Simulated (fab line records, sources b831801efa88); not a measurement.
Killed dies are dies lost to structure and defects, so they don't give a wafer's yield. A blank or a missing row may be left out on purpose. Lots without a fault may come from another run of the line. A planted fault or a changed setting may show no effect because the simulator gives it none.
Chamber matching | flow sfq_line | SFQ_TRILAYER_I2_CMP_CMP_064 on cmp-01: 4 sister chambers
The step polishes SiO2. 14 wafers are shown with their chamber, then 7 later ones without.

WAFERS WITH THEIR CHAMBER
wafer  | chamber | motor_current_A (A) | time_to_endpoint_s (s) | retaining_ring_pressure_frac
L515.2 | 1       | 12.1                | 220                    | 1.002
L515.5 | 3       | 10.5                | 225                    | 1.002
L515.6 | 2       | 10.0                | 236                    | 1.005
L527.1 | 3       | 10.5                | 200                    | 1.001
L527.2 | 2       | 10.0                | 222                    | 0.993
L527.5 | 0       | 8.6                 | 218                    | 0.998
L528.2 | 1       | 11.9                | 204                    | 0.998
L528.4 | 0       | 8.9                 | 209                    | 0.999
L528.6 | 1       | 12.2                | 213                    | 0.998
L530.2 | 2       | 10.0                | 224                    | 1.005
L530.4 | 0       | 8.1                 | 209                    | 1.003
L530.6 | 1       | 11.5                | 214                    | 0.994
L533.1 | 3       | 9.9                 | 206                    | 1.003
L533.2 | 0       | 9.0                 | 206                    | 0.990

SIGNATURES (means of the wafers above)
reading                      | chamber 0 | chamber 1 | chamber 2 | chamber 3 | scatter within a chamber
motor_current_A              | 8.650     | 11.925    | 10.000    | 10.300    | 0.319
time_to_endpoint_s           | 210.50    | 212.75    | 227.33    | 210.33    | 8.17
retaining_ring_pressure_frac | 0.99750   | 0.99800   | 1.00100   | 1.00200   | 0.00468
Rule: a wafer's distance from a chamber is the root of the sum, over the readings, of the square of ((its reading less the chamber's mean) divided by the reading's scatter). The wafer belongs to the nearest chamber; if the next one is less than 2 further off, it can't be placed. The scatter: the root of (the sum of the squares of (reading less its chamber's mean) over the shown wafers, divided by (wafers less chambers)).

WAFERS WITHOUT THEIR CHAMBER
wafer  | motor_current_A (A) | time_to_endpoint_s (s) | retaining_ring_pressure_frac
L533.6 | 10.1                | 216                    | 1.000
L536.1 | 12.2                | 212                    | 1.002
L536.2 | 10.2                | 219                    | 0.997
L536.4 | 10.1                | 238                    | 1.003
L538.1 | 10.7                | 217                    | 0.997
L538.4 | 10.3                | 240                    | 0.991
L538.5 | 9.9                 | 222                    | 0.999

WHICH CHAMBER EACH WENT THROUGH
wafer  | from the rows above     | in truth
L533.6 | can't be placed: 3 or 2 | 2
L536.1 | 1                       | 1
L536.2 | can't be placed: 2 or 3 | 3
L536.4 | 2                       | 2
L538.1 | can't be placed: 3 or 2 | 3
L538.4 | can't be placed: 2 or 3 | 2
L538.5 | can't be placed: 2 or 3 | 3
Placed correctly: 2 of 7. Can't be placed from these rows: 5 (the true chamber is among the candidates in 5). Placed wrongly: 0.
